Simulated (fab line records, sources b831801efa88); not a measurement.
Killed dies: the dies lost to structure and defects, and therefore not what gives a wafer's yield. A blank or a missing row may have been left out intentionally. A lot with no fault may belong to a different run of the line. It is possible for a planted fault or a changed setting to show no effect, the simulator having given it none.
fab line records	flow gf180mcu
record: lots: 24	wafers: 72	last_day: 34
route steps=602 shown V2@404 M4@461 V4@498 MIM@505
lots that met no fault: taken from a fault-free run of the same line
start_h: start of the lot's first displayed wafer, in hours after the record's first day	wait_h: hours since the lot's step before	" as in the row above	L1.1+2: a row that stands for several wafers	- no value, or no start was given	* or withheld: withheld	< > ~ a bound
route shown NAME@n: NAME is a module with steps in the file, n the number in the route of the first one	usual: average and standard deviation across the fault-free wafers	same: alike in all rows	chamber/n: place in a boat	sites: per-site readings	_std_site: standard deviation of those values	_edge_site: the outer-site mean with the inner-site mean subtracted	radius_mm: for every site, how far away it sits from the centre of the wafer	mask NAME#n: copy n	behind: the most recent tool/chamber to have shaped the wafer	hold: why the lot was held/for how many hours/how that ended	device: transistor that didn't switch, given as n, p or np	end of line: the tests these same wafers got at the end of their route	a step without rows: its recipe alone	killed: dies that structure and defects cost at the first sort, which is not the same as the wafer's yield	map: shows each die of a wafer: x if killed, . if not, _ if none is there
set.NAME: the setting that was run; set.NAME@STEP: the one run at that earlier step	model.NAME: the simulator's own value behind a step, which no gauge read
the route's steps for a sample of lots (tables are steps, rows are wafers)
services: the hour from which a tool's chamber was out of use, counted from the record's first day as start_h (under 0 if before that day), plus the number of hours and why
== steps ==
step: GF_V2_SPUTTER_22
recipe: material: TiN	target_thk_nm: 10	chamber_pressure_pa: 5	power_w: 4000	time_s: 40
usual: throttle_valve_pct: 29.8/1
same: time_s: 40
lot.wafer	tool	chamber	start_h	wait_h	throttle_valve_pct
L074.1	pvd_sputter-02	-	461.00	0.0	31.4
L074.4	"	-	"	"	28.5
L074.5	"	-	"	"	30.1
L075.3	pvd_sputter-04	-	474.01	0.0	30.0
L075.5	"	-	"	"	29.8
L075.6	"	-	"	"	29.2
L076.2	pvd_sputter-02	-	476.35	0.0	28.6
L076.4	"	-	"	"	31.4
L076.5	"	-	"	"	30.4
L077.1	pvd_sputter-04	-	492.72	0.0	30.0
L077.2	"	-	"	"	29.8
L077.4	"	-	"	"	28.8
L078.1	pvd_sputter-01	-	506.96	0.0	28.9
L078.2	"	-	"	"	30.4
L078.4	"	-	"	"	29.9
L079.1	pvd_sputter-02	-	508.29	0.0	28.4
L079.2	"	-	"	"	31.7
L079.4	"	-	"	"	30.5
L080.2	pvd_sputter-02	-	527.93	0.0	31.4
L080.5	"	-	"	"	30.1
L080.6	"	-	"	"	28.4
L081.1	pvd_sputter-01	-	528.42	0.0	28.3
L081.4	"	-	"	"	30.0
L081.6	"	-	"	"	28.2
L082.1	pvd_sputter-04	-	534.33	0.0	30.2
L082.4	"	-	"	"	29.7
L082.5	"	-	"	"	29.9
L083.1	pvd_sputter-04	-	546.31	0.0	29.0
L083.2	"	-	"	"	30.0
L083.4	"	-	"	"	29.9
L084.1	pvd_sputter-04	-	556.95	0.0	28.9
L084.4	"	-	"	"	28.9
L084.6	"	-	"	"	30.1
L085.2	pvd_sputter-02	-	560.93	0.0	30.5
L085.3	"	-	"	"	28.2
L085.4	"	-	"	"	31.4
L086.4	pvd_sputter-02	-	571.88	0.0	28.6
L086.5	"	-	"	"	28.5
L086.6	"	-	"	"	31.3
L087.1	pvd_sputter-02	-	574.85	0.0	31.5
L087.2	"	-	"	"	31.5
L087.3	"	-	"	"	28.5
L088.1	pvd_sputter-02	-	586.40	0.0	28.5
L088.2	"	-	"	"	31.3
L088.4	"	-	"	"	30.1
L089.3	pvd_sputter-02	-	596.55	0.0	28.6
L089.5	"	-	"	"	30.4
L089.6	"	-	"	"	28.3
L090.2	pvd_sputter-01	-	609.25	0.0	28.1
L090.4	"	-	"	"	29.0
L090.5	"	-	"	"	30.0
L091.1	pvd_sputter-04	-	610.59	0.0	29.1
L091.4	"	-	"	"	29.8
L091.6	"	-	"	"	30.1
L092.2	pvd_sputter-02	-	614.43	0.0	30.8
L092.4	"	-	"	"	30.6
L092.5	"	-	"	"	31.4
L093.1	pvd_sputter-04	-	626.29	0.0	30.2
L093.2	"	-	"	"	28.7
L093.5	"	-	"	"	30.1
L094.1	pvd_sputter-01	-	633.07	0.0	29.2
L094.4	"	-	"	"	28.3
L094.5	"	-	"	"	29.0
L095.1	pvd_sputter-04	-	636.01	0.0	28.8
L095.3	"	-	"	"	29.1
L095.6	"	-	"	"	29.9
L096.1	pvd_sputter-04	-	641.25	0.0	29.3
L096.5	"	-	"	"	29.0
L096.6	"	-	"	"	30.2
L097.2	pvd_sputter-04	-	650.49	0.0	29.1
L097.4	"	-	"	"	30.1
L097.6	"	-	"	"	29.1
step: GF_M4_RS_MEAS_05
recipe: thk_meas_gauge: four-point-probe	reads: TiN_of_M4_SPUTTER_04+Ti_of_M4_SPUTTER_03+AlCu_of_M4_SPUTTER_02+TiN_of_M4_SPUTTER_01+Ti_of_M4_SPUTTER_00
usual: M4_ALCU_RS: 0.0697/0.00098
lot.wafer	tool	chamber	start_h	wait_h	M4_ALCU_RS[ohm/sq]
L074.1	film_metro-02	-	511.62	0.0	0.0711
L074.4	"	-	"	"	0.0698
L074.5	"	-	"	"	0.0712
L075.3	film_metro-04	-	525.05	0.1	0.0686
L075.5	"	-	"	"	0.0678
L075.6	"	-	"	"	0.0680
L076.2	film_metro-04	-	527.36	0.0	0.0698
L076.4	"	-	"	"	0.0703
L076.5	"	-	"	"	0.0699
L077.1	film_metro-02	-	543.83	0.0	0.0704
L077.2	"	-	"	"	0.0716
L077.4	"	-	"	"	0.0695
L078.1	film_metro-02	-	556.46	0.0	0.0702
L078.2	"	-	"	"	0.0692
L078.4	"	-	"	"	0.0691
L079.1	film_metro-02	-	558.18	0.0	0.0695
L079.2	"	-	"	"	0.0697
L079.4	"	-	"	"	0.0689
L080.2	film_metro-03	-	576.48	0.1	0.0701
L080.5	"	-	"	"	0.0684
L080.6	"	-	"	"	0.0700
L081.1	film_metro-02	-	576.72	0.0	0.0698
L081.4	"	-	"	"	0.0700
L081.6	"	-	"	"	0.0699
L082.1	film_metro-03	-	583.43	0.0	0.0695
L082.4	"	-	"	"	0.0695
L082.5	"	-	"	"	0.0699
L083.1	film_metro-02	-	593.39	0.0	0.0707
L083.2	"	-	"	"	0.0693
L083.4	"	-	"	"	0.0703
L084.1	film_metro-02	-	604.18	0.0	0.0701
L084.4	"	-	"	"	0.0690
L084.6	"	-	"	"	0.0695
L085.2	film_metro-02	-	607.93	0.0	0.0693
L085.3	"	-	"	"	0.0690
L085.4	"	-	"	"	0.0694
L086.4	film_metro-03	-	617.59	0.1	0.0705
L086.5	"	-	"	"	0.0708
L086.6	"	-	"	"	0.0706
L087.1	film_metro-03	-	621.28	0.0	0.0683
L087.2	"	-	"	"	0.0674
L087.3	"	-	"	"	0.0684
L088.1	film_metro-02	-	632.29	0.0	0.0705
L088.2	"	-	"	"	0.0712
L088.4	"	-	"	"	0.0705
L089.3	film_metro-03	-	642.77	0.1	0.0694
L089.5	"	-	"	"	0.0704
L089.6	"	-	"	"	0.0702
L090.2	film_metro-03	-	653.35	0.0	0.0684
L090.4	"	-	"	"	0.0701
L090.5	"	-	"	"	0.0695
L091.1	film_metro-04	-	654.20	0.0	0.0698
L091.4	"	-	"	"	0.0697
L091.6	"	-	"	"	0.0691
L092.2	film_metro-03	-	658.27	0.0	0.0702
L092.4	"	-	"	"	0.0701
L092.5	"	-	"	"	0.0696
L093.1	film_metro-03	-	669.43	0.0	0.0686
L093.2	"	-	"	"	0.0677
L093.5	"	-	"	"	0.0689
L094.1	film_metro-03	-	675.78	0.0	0.0714
L094.4	"	-	"	"	0.0715
L094.5	"	-	"	"	0.0704
L095.1	film_metro-02	-	678.28	0.0	0.0686
L095.3	"	-	"	"	0.0687
L095.6	"	-	"	"	0.0671
L096.1	film_metro-03	-	684.30	0.0	0.0706
L096.5	"	-	"	"	0.0711
L096.6	"	-	"	"	0.0717
L097.2	film_metro-04	-	693.34	0.0	0.0693
L097.4	"	-	"	"	0.0698
L097.6	"	-	"	"	0.0698
step: GF_M4_STRIP_17
recipe: chemistry: O2/N2	power_w: 1400	pressure_mtorr: 1500	platen_temp_c: 250	o2_flow_sccm: 3000	n2_flow_sccm: 300	overash_fraction: 0.5
usual: drypump_motor_current_A: 5.8/0.4	heater_power_w: 310/32	oes_product_au: 0.558/0.0048	strip_time_to_endpoint_s: 7.88/0.063
lot.wafer	tool	chamber	start_h	wait_h	drypump_motor_current_A	heater_power_w	oes_product_au	rf_hours_counter_h	strip_time_to_endpoint_s
L074.1	plasma_asher-03	1	534.81	0.1	6.0	277	0.559	87	7.87
L074.4	"	0	"	"	5.9	307	0.568	-	7.94
L074.5	"	1	"	"	6.0	282	0.556	-	7.91
L075.3	plasma_asher-01	0	547.55	0.1	5.5	319	0.558	-	7.82
L075.5	"	0	"	"	5.5	322	0.566	-	7.96
L075.6	"	1	"	"	6.3	340	0.560	-	7.84
L076.2	plasma_asher-01	1	550.51	0.1	6.3	336	0.558	80	7.89
L076.4	"	0	"	"	5.6	329	0.553	-	7.84
L076.5	"	0	"	"	5.6	329	0.554	-	7.82
L077.1	plasma_asher-01	1	566.62	0.1	6.4	337	0.560	82	7.89
L077.2	"	0	"	"	5.5	319	0.552	82	7.85
L077.4	"	0	"	"	5.5	322	0.556	-	7.87
L078.1	plasma_asher-04	1	578.34	0.1	5.1	253	0.562	47	7.90
L078.2	"	0	"	"	5.7	351	0.551	47	7.83
L078.4	"	1	"	"	5.1	251	0.555	-	7.87
L079.1	plasma_asher-03	0	579.89	0.1	5.9	309	0.571	91	8.00
L079.2	"	1	"	"	6.0	275	0.552	91	7.89
L079.4	"	0	"	"	5.9	313	0.553	-	7.83
L080.2	plasma_asher-01	1	597.56	0.1	6.3	335	0.563	85	7.91
L080.5	"	0	"	"	5.5	329	0.552	-	7.98
L080.6	"	1	"	"	6.4	333	0.558	-	7.89
L081.1	plasma_asher-03	0	597.87	0.1	6.0	316	0.557	93	8.01
L081.4	"	1	"	"	6.0	281	0.558	-	7.86
L081.6	"	1	"	"	6.0	275	0.552	-	7.85
L082.1	plasma_asher-03	1	604.99	0.1	6.0	277	0.564	94	7.92
L082.4	"	0	"	"	6.0	309	0.561	-	7.85
L082.5	"	0	"	"	6.0	308	0.557	-	7.83
L083.1	plasma_asher-03	0	615.36	0.1	5.9	308	0.560	95	7.88
L083.2	"	1	"	"	6.0	280	0.552	95	7.93
L083.4	"	1	"	"	6.0	273	0.557	-	7.86
L084.1	plasma_asher-04	0	624.52	0.1	5.7	337	0.551	52	7.86
L084.4	"	0	"	"	5.7	349	0.559	-	7.87
L084.6	"	1	"	"	5.1	253	0.561	-	7.94
L085.2	plasma_asher-03	0	628.69	0.1	6.0	311	0.562	96	7.90
L085.3	"	0	"	"	5.9	316	0.558	-	7.82
L085.4	"	1	"	"	6.0	275	0.558	-	7.91
L086.4	plasma_asher-04	1	638.24	0.1	5.1	255	0.558	-	7.99
L086.5	"	1	"	"	5.1	255	0.553	-	7.84
L086.6	"	0	"	"	5.7	339	0.561	-	8.00
L087.1	plasma_asher-03	0	641.99	0.1	5.9	317	0.557	98	7.90
L087.2	"	1	"	"	6.0	272	0.557	98	7.90
L087.3	"	1	"	"	6.0	283	0.563	-	7.94
L088.1	plasma_asher-01	0	652.49	0.1	5.5	323	0.558	91	7.86
L088.2	"	1	"	"	6.4	337	0.565	91	7.91
L088.4	"	0	"	"	5.5	327	0.559	-	7.91
L089.3	plasma_asher-01	1	662.31	0.1	6.3	334	0.555	-	7.79
L089.5	"	1	"	"	6.4	337	0.552	-	7.83
L089.6	"	0	"	"	5.5	326	0.558	-	7.82
L090.2	plasma_asher-04	0	672.80	0.1	5.7	341	0.564	57	7.83
L090.4	"	0	"	"	5.7	347	0.553	-	7.81
L090.5	"	0	"	"	5.7	343	0.556	-	7.83
L091.1	plasma_asher-04	1	673.37	0.1	5.1	250	0.556	57	7.91
L091.4	"	0	"	"	5.7	341	0.558	-	7.88
L091.6	"	0	"	"	5.7	336	0.562	-	7.93
L092.2	plasma_asher-04	1	678.01	0.1	5.1	252	0.564	58	8.00
L092.4	"	0	"	"	5.7	341	0.565	-	7.85
L092.5	"	1	"	"	5.1	248	0.558	-	8.02
L093.1	plasma_asher-03	1	688.51	0.1	6.0	269	0.569	102	7.81
L093.2	"	0	"	"	6.0	308	0.551	102	7.76
L093.5	"	0	"	"	5.9	314	0.558	-	7.76
L094.1	plasma_asher-01	1	693.74	0.1	6.3	342	0.560	96	7.85
L094.4	"	1	"	"	6.4	348	0.557	-	7.78
L094.5	"	1	"	"	6.3	335	0.547	-	7.77
L095.1	plasma_asher-04	1	697.82	0.1	5.1	253	0.562	60	7.93
L095.3	"	0	"	"	5.7	336	0.553	-	7.83
L095.6	"	0	"	"	5.7	340	0.559	-	7.85
L096.1	plasma_asher-01	1	702.91	0.1	6.3	337	0.553	97	7.97
L096.5	"	0	"	"	5.5	320	0.552	-	7.81
L096.6	"	1	"	"	6.3	341	0.560	-	8.01
L097.2	plasma_asher-01	0	711.72	0.1	5.5	320	0.550	98	7.79
L097.4	"	1	"	"	6.4	350	0.557	-	7.77
L097.6	"	0	"	"	5.5	324	0.559	-	7.85
step: GF_V4_SPUTTER_22
recipe: material: TiN	target_thk_nm: 10	chamber_pressure_pa: 5	power_w: 4000	time_s: 40
usual: throttle_valve_pct: 29.9/0.99
same: time_s: 40
lot.wafer	tool	chamber	start_h	wait_h	throttle_valve_pct
L074.1	pvd_sputter-02	-	559.23	0.0	28.7
L074.4	"	-	"	"	30.5
L074.5	"	-	"	"	30.2
L075.3	pvd_sputter-04	-	571.98	0.0	29.1
L075.5	"	-	"	"	29.8
L075.6	"	-	"	"	28.7
L076.2	pvd_sputter-04	-	574.50	0.0	30.0
L076.4	"	-	"	"	30.0
L076.5	"	-	"	"	29.0
L077.1	pvd_sputter-04	-	590.56	0.0	29.9
L077.2	"	-	"	"	28.6
L077.4	"	-	"	"	30.0
L078.1	pvd_sputter-04	-	601.65	0.0	29.8
L078.2	"	-	"	"	30.1
L078.4	"	-	"	"	28.8
L079.1	pvd_sputter-04	-	602.91	0.0	30.1
L079.2	"	-	"	"	28.9
L079.4	"	-	"	"	30.0
L080.2	pvd_sputter-01	-	620.67	0.0	28.2
L080.5	"	-	"	"	29.0
L080.6	"	-	"	"	30.2
L081.1	pvd_sputter-02	-	621.14	0.0	31.6
L081.4	"	-	"	"	31.2
L081.6	"	-	"	"	30.4
L082.1	pvd_sputter-04	-	627.52	0.0	30.0
L082.4	"	-	"	"	30.0
L082.5	"	-	"	"	29.8
L083.1	pvd_sputter-02	-	639.07	0.0	31.6
L083.2	"	-	"	"	31.4
L083.4	"	-	"	"	28.5
L084.1	pvd_sputter-02	-	646.14	0.0	31.3
L084.4	"	-	"	"	28.7
L084.6	"	-	"	"	28.3
L085.2	pvd_sputter-02	-	650.66	0.0	31.0
L085.3	"	-	"	"	30.6
L085.4	"	-	"	"	28.4
L086.4	pvd_sputter-02	-	659.40	0.0	31.7
L086.5	"	-	"	"	31.5
L086.6	"	-	"	"	30.3
L087.1	pvd_sputter-04	-	663.74	0.0	29.4
L087.2	"	-	"	"	29.9
L087.3	"	-	"	"	29.9
L088.1	pvd_sputter-04	-	673.65	0.0	28.9
L088.2	"	-	"	"	29.8
L088.4	"	-	"	"	30.1
L089.3	pvd_sputter-04	-	683.52	0.0	30.0
L089.5	"	-	"	"	28.8
L089.6	"	-	"	"	30.3
L090.2	pvd_sputter-02	-	693.33	0.0	30.7
L090.4	"	-	"	"	28.4
L090.5	"	-	"	"	28.2
L091.1	pvd_sputter-04	-	693.42	0.0	30.2
L091.4	"	-	"	"	29.1
L091.6	"	-	"	"	29.1
L092.2	pvd_sputter-01	-	699.00	0.0	30.0
L092.4	"	-	"	"	30.2
L092.5	"	-	"	"	29.9
L093.1	pvd_sputter-02	-	708.64	0.0	31.4
L093.2	"	-	"	"	30.2
L093.5	"	-	"	"	28.5
L094.1	pvd_sputter-01	-	713.63	0.0	28.3
L094.4	"	-	"	"	29.1
L094.5	"	-	"	"	28.9
L095.1	pvd_sputter-01	-	718.16	0.0	28.1
L095.3	"	-	"	"	30.2
L095.6	"	-	"	"	29.1
L096.1	pvd_sputter-02	-	723.08	0.0	30.2
L096.5	"	-	"	"	31.3
L096.6	"	-	"	"	30.3
L097.2	pvd_sputter-02	-	731.60	0.0	31.4
L097.4	"	-	"	"	30.3
L097.6	"	-	"	"	31.5
step: GF_MIM_SPUTTER_02
recipe: material: AlCu	target_thk_nm: 450	power_w: 10600	time_s: 23.9	chamber_pressure_pa: 0.4
usual: throttle_valve_pct: 30.1/1.1
same: time_s: 23.9
lot.wafer	tool	chamber	start_h	wait_h	throttle_valve_pct
L074.1	pvd_sputter-01	-	559.99	0.0	29.9
L074.4	"	-	"	"	29.9
L074.5	"	-	"	"	29.2
L075.3	pvd_sputter-02	-	573.05	0.0	30.4
L075.5	"	-	"	"	28.6
L075.6	"	-	"	"	31.4
L076.2	pvd_sputter-03	-	575.41	0.0	31.0
L076.4	"	-	"	"	30.2
L076.5	"	-	"	"	30.0
L077.1	pvd_sputter-01	-	591.32	0.0	30.1
L077.2	"	-	"	"	29.0
L077.4	"	-	"	"	28.3
L078.1	pvd_sputter-02	-	602.41	0.0	28.3
L078.2	"	-	"	"	31.5
L078.4	"	-	"	"	31.2
L079.1	pvd_sputter-01	-	603.68	0.0	28.3
L079.2	"	-	"	"	30.0
L079.4	"	-	"	"	28.8
L080.2	pvd_sputter-01	-	621.43	0.0	30.1
L080.5	"	-	"	"	29.8
L080.6	"	-	"	"	29.2
L081.1	pvd_sputter-03	-	621.90	0.0	29.8
L081.4	"	-	"	"	31.8
L081.6	"	-	"	"	29.7
L082.1	pvd_sputter-01	-	628.28	0.0	30.1
L082.4	"	-	"	"	29.2
L082.5	"	-	"	"	28.1
L083.1	pvd_sputter-03	-	639.83	0.0	30.0
L083.2	"	-	"	"	30.0
L083.4	"	-	"	"	31.1
L084.1	pvd_sputter-03	-	646.90	0.0	30.2
L084.4	"	-	"	"	31.1
L084.6	"	-	"	"	30.1
L085.2	pvd_sputter-01	-	651.43	0.0	29.3
L085.3	"	-	"	"	30.3
L085.4	"	-	"	"	28.1
L086.4	pvd_sputter-03	-	660.16	0.0	30.8
L086.5	"	-	"	"	30.2
L086.6	"	-	"	"	30.8
L087.1	pvd_sputter-01	-	664.56	0.0	30.1
L087.2	"	-	"	"	30.2
L087.3	"	-	"	"	29.0
L088.1	pvd_sputter-03	-	674.41	0.0	30.7
L088.2	"	-	"	"	30.1
L088.4	"	-	"	"	31.5
L089.3	pvd_sputter-03	-	684.29	0.0	29.8
L089.5	"	-	"	"	31.5
L089.6	"	-	"	"	30.4
L090.2	pvd_sputter-03	-	694.10	0.0	30.0
L090.4	"	-	"	"	29.7
L090.5	"	-	"	"	31.7
L091.1	pvd_sputter-02	-	694.19	0.0	31.2
L091.4	"	-	"	"	30.4
L091.6	"	-	"	"	31.2
L092.2	pvd_sputter-02	-	699.76	0.0	28.5
L092.4	"	-	"	"	31.3
L092.5	"	-	"	"	28.3
L093.1	pvd_sputter-01	-	709.48	0.0	28.3
L093.2	"	-	"	"	28.9
L093.5	"	-	"	"	30.3
L094.1	pvd_sputter-02	-	714.40	0.0	31.3
L094.4	"	-	"	"	31.1
L094.5	"	-	"	"	31.2
L095.1	pvd_sputter-01	-	718.92	0.0	29.0
L095.3	"	-	"	"	29.8
L095.6	"	-	"	"	29.1
L096.1	pvd_sputter-02	-	723.84	0.0	30.4
L096.5	"	-	"	"	30.3
L096.6	"	-	"	"	31.5
L097.2	pvd_sputter-03	-	732.36	0.0	30.9
L097.4	"	-	"	"	29.8
L097.6	"	-	"	"	30.0
step: GF_MIM_METAL_ETCH_19
recipe: chemistry: Cl2/BCl3	mask_material: NOVOLAK	stop_on: Si3N4	target_depth_nm: 324.5	pressure_mtorr: 8	icp_w: 800	bias_w: 140	Cl2_flow_sccm: 80	bcl3_flow_sccm: 40	time_s: 54.1
usual: bias_w: 140.0/0.4	drypump_motor_current_A: 5.8/0.44	oes_product_au: 0.944/0.0069	throttle_valve_pct: 28.281/0.01
same: time_s: 54.1
lot.wafer	tool	chamber	start_h	wait_h	bias_w	drypump_motor_current_A	oes_product_au	rf_hours_counter_h	throttle_valve_pct
L074.1	rie_metal-03	1	582.02	0.1	139.8	5.2	0.950	6	28.279
L074.4	"	0	"	"	140.6	5.7	0.944	-	28.293
L074.5	"	0	"	"	141.0	5.7	0.951	-	28.273
L075.3	rie_metal-04	0	594.82	0.1	140.1	5.7	0.959	-	28.259
L075.5	"	0	"	"	140.1	5.6	0.959	-	28.276
L075.6	"	1	"	"	140.5	6.5	0.953	-	28.273
L076.2	rie_metal-01	1	596.59	0.1	140.5	5.5	0.936	-	28.284
L076.4	"	1	"	"	140.3	5.5	0.948	-	28.283
L076.5	"	1	"	"	141.1	5.5	0.946	-	28.296
L077.1	rie_metal-01	0	612.17	0.1	139.4	6.3	0.930	1	28.287
L077.2	"	0	"	"	140.2	6.3	0.934	-	28.269
L077.4	"	0	"	"	139.6	6.3	0.935	-	28.269
L078.1	rie_metal-03	0	623.32	0.1	140.2	5.7	0.952	8	28.279
L078.2	"	1	"	"	139.5	5.2	0.937	7	28.292
L078.4	"	0	"	"	140.1	5.7	0.941	-	28.290
L079.1	rie_metal-04	1	623.92	0.1	139.4	6.5	0.942	11	28.274
L079.2	"	0	"	"	140.3	5.6	0.939	3	28.282
L079.4	"	1	"	"	140.1	6.5	0.940	-	28.283
L081.1	rie_metal-03	0	641.62	0.1	139.9	5.7	0.943	9	28.296
L081.4	"	1	"	"	140.4	5.2	0.936	-	28.269
L081.6	"	0	"	"	140.1	5.7	0.934	-	28.289
L080.2	rie_metal-04	1	641.62	0.1	139.5	6.5	0.944	-	28.278
L080.5	"	1	"	"	139.7	6.5	0.941	-	28.287
L080.6	"	1	"	"	139.9	6.5	0.942	-	28.288
L082.1	rie_metal-03	1	648.02	0.1	140.1	5.2	0.937	8	28.287
L082.4	"	0	"	"	140.2	5.7	0.935	-	28.287
L082.5	"	0	"	"	140.3	5.7	0.946	-	28.269
L083.1	rie_metal-04	1	658.62	0.1	139.9	6.5	0.941	12	28.289
L083.2	"	0	"	"	140.2	5.6	0.956	4	28.271
L083.4	"	1	"	"	139.8	6.5	0.944	-	28.282
L084.1	rie_metal-04	1	665.67	0.1	140.2	6.5	0.947	12	28.289
L084.4	"	0	"	"	139.8	5.6	0.933	-	28.286
L084.6	"	0	"	"	140.2	5.6	0.943	-	28.284
L085.2	rie_metal-03	0	671.40	0.1	140.5	5.7	0.949	10	28.263
L085.3	"	1	"	"	139.8	5.2	0.947	-	28.284
L085.4	"	0	"	"	139.7	5.7	0.948	-	28.300
L086.4	rie_metal-04	1	679.69	0.1	140.0	6.5	0.948	-	28.286
L086.5	"	1	"	"	140.0	6.5	0.947	-	28.294
L086.6	"	0	"	"	140.1	5.6	0.947	-	28.290
L087.1	rie_metal-03	1	683.92	0.1	139.9	5.2	0.931	9	28.285
L087.2	"	0	"	"	140.2	5.7	0.943	10	28.277
L087.3	"	0	"	"	140.4	5.7	0.947	-	28.268
L088.1	rie_metal-04	0	692.72	0.1	139.7	5.6	0.937	5	28.295
L088.2	"	1	"	"	140.5	6.5	0.944	13	28.286
L088.4	"	0	"	"	140.2	5.6	0.947	-	28.286
L089.3	rie_metal-04	0	702.89	0.1	140.0	5.6	0.946	-	28.294
L089.5	"	0	"	"	140.5	5.6	0.942	-	28.270
L089.6	"	1	"	"	140.2	6.5	0.945	-	28.278
L090.2	rie_metal-03	1	712.37	0.1	139.8	5.2	0.950	10	28.289
L090.4	"	1	"	"	139.7	5.2	0.935	-	28.266
L090.5	"	1	"	"	139.7	5.2	0.939	-	28.284
L091.1	rie_metal-01	0	714.55	0.1	140.3	6.3	0.948	4	28.282
L091.4	"	0	"	"	140.6	6.3	0.949	-	28.280
L091.6	"	0	"	"	140.2	6.3	0.949	-	28.262
L092.2	rie_metal-04	0	717.92	0.1	140.5	5.6	0.937	6	28.288
L092.4	"	0	"	"	140.5	5.6	0.956	-	28.261
L092.5	"	1	"	"	139.9	6.5	0.934	-	28.270
L093.1	rie_metal-04	0	727.27	0.1	140.5	5.6	0.943	6	28.285
L093.2	"	1	"	"	139.8	6.5	0.943	14	28.256
L093.5	"	0	"	"	140.0	5.6	0.948	-	28.274
L094.1	rie_metal-04	0	731.77	0.1	140.1	5.6	0.946	6	28.264
L094.4	"	0	"	"	139.6	5.6	0.961	-	28.280
L094.5	"	0	"	"	140.0	5.7	0.942	-	28.275
L095.1	rie_metal-04	0	736.62	0.1	139.4	5.6	0.942	7	28.280
L095.3	"	0	"	"	140.4	5.6	0.949	-	28.287
L095.6	"	0	"	"	140.7	5.6	0.945	-	28.264
L096.1	rie_metal-03	0	740.85	0.1	140.0	5.7	0.947	12	28.264
L096.5	"	0	"	"	139.5	5.7	0.943	-	28.289
L096.6	"	1	"	"	140.1	5.2	0.946	-	28.275
L097.2	rie_metal-01	1	749.25	0.1	139.4	5.6	0.949	5	28.288
L097.4	"	1	"	"	138.7	5.5	0.933	-	28.271
L097.6	"	1	"	"	139.4	5.5	0.946	-	28.273
== services ==
tool	chamber	start_h	hours	kind
plasma_asher-04	-	446.79	2.8	pm
pvd_sputter-03	-	450.83	15.0	repair
pvd_sputter-02	-	479.81	1.1	repair
plasma_asher-03	-	485.96	0.4	repair
rie_metal-03	1	508.46	14.7	repair
rie_metal-01	1	535.80	6.1	repair
pvd_sputter-01	-	569.74	3.5	repair
pvd_sputter-03	-	608.51	2.6	repair
plasma_asher-01	-	621.51	2.8	pm
rie_metal-04	0	635.17	6.7	repair
pvd_sputter-02	-	644.04	1.8	repair
pvd_sputter-03	-	648.55	2.0	repair
plasma_asher-03	-	663.40	12.2	repair
pvd_sputter-01	-	682.62	8.0	repair
rie_metal-04	-	683.23	1.1	repair
pvd_sputter-03	-	695.63	1.8	repair
pvd_sputter-03	-	703.59	0.7	repair
rie_metal-03	-	704.06	1.4	pm
pvd_sputter-03	-	706.05	1.3	repair
plasma_asher-01	-	707.49	1.2	repair
plasma_asher-04	-	709.19	2.6	repair
rie_metal-03	-	726.81	0.3	repair
plasma_asher-03	-	733.75	9.0	pm
pvd_sputter-03	-	749.01	15.2	repair
== key ==
fault none
